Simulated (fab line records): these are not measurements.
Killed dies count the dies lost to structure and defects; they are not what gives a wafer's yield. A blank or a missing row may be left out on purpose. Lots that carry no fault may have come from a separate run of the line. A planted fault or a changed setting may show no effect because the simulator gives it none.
Chamber matching + flow gf180mcu + cmp-02 running GF_STI_CMP_25: 4 sister chambers
The step polishes, stops on Si3N4, t overpolish 33 s, target thk 524.6 nm. 8 wafers are shown with their chamber, then 7 later ones without.

== WAFERS WITH THEIR CHAMBER ==
| wafer  | chamber | motor current A (A) | time to endpoint s (s) |
|--------|---------|---------------------|------------------------|
| L075.3 | 0       | 13.2                | 122                    |
| L075.4 | 3       | 12.9                | 118                    |
| L075.6 | 0       | 13.3                | 127                    |
| L077.3 | 3       | 13.2                | 117                    |
| L077.5 | 2       | 12.0                | 116                    |
| L077.6 | 1       | 13.6                | 124                    |
| L083.1 | 2       | 11.2                | 114                    |
| L083.3 | 1       | 14.2                | 116                    |

== WAFERS WITHOUT THEIR CHAMBER ==
| wafer  | motor current A (A) | time to endpoint s (s) |
|--------|---------------------|------------------------|
| L083.6 | 11.4                | 115                    |
| L095.3 | 12.7                | 122                    |
| L095.5 | 12.4                | 115                    |
| L095.6 | 12.0                | 114                    |
| L096.1 | 11.0                | 116                    |
| L096.3 | 13.8                | 123                    |
| L096.6 | 12.5                | 114                    |

== WHICH CHAMBER EACH WENT THROUGH ==
| wafer  | from the rows above               | in truth |
|--------|-----------------------------------|----------|
| L083.6 | 2                                 | 2        |
| L095.3 | can't be placed: 3 or 0 or 1 or 2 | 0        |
| L095.5 | can't be placed: 3 or 2 or 0      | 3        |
| L095.6 | can't be placed: 2 or 3           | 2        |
| L096.1 | 2                                 | 2        |
| L096.3 | can't be placed: 1 or 0 or 3      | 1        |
| L096.6 | can't be placed: 3 or 2 or 0      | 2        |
Correct placement for 2 of the 7. Cannot be placed on the basis of these rows: 5; the candidates contain the true chamber in 5. Number placed wrongly: 0.
How it was worked out, from the rows above alone: a wafer's distance from a chamber is the root of the sum, over the readings, of the square of ((its reading less the chamber's mean) divided by the reading's scatter). The wafer belongs to the nearest chamber; if the next one is less than 2 further off, it can't be placed. The mean given for a chamber averages the wafers shown for that chamber. The scatter: the root of (the sum of the squares of (reading less its chamber's mean) over the shown wafers, divided by (wafers less chambers)).
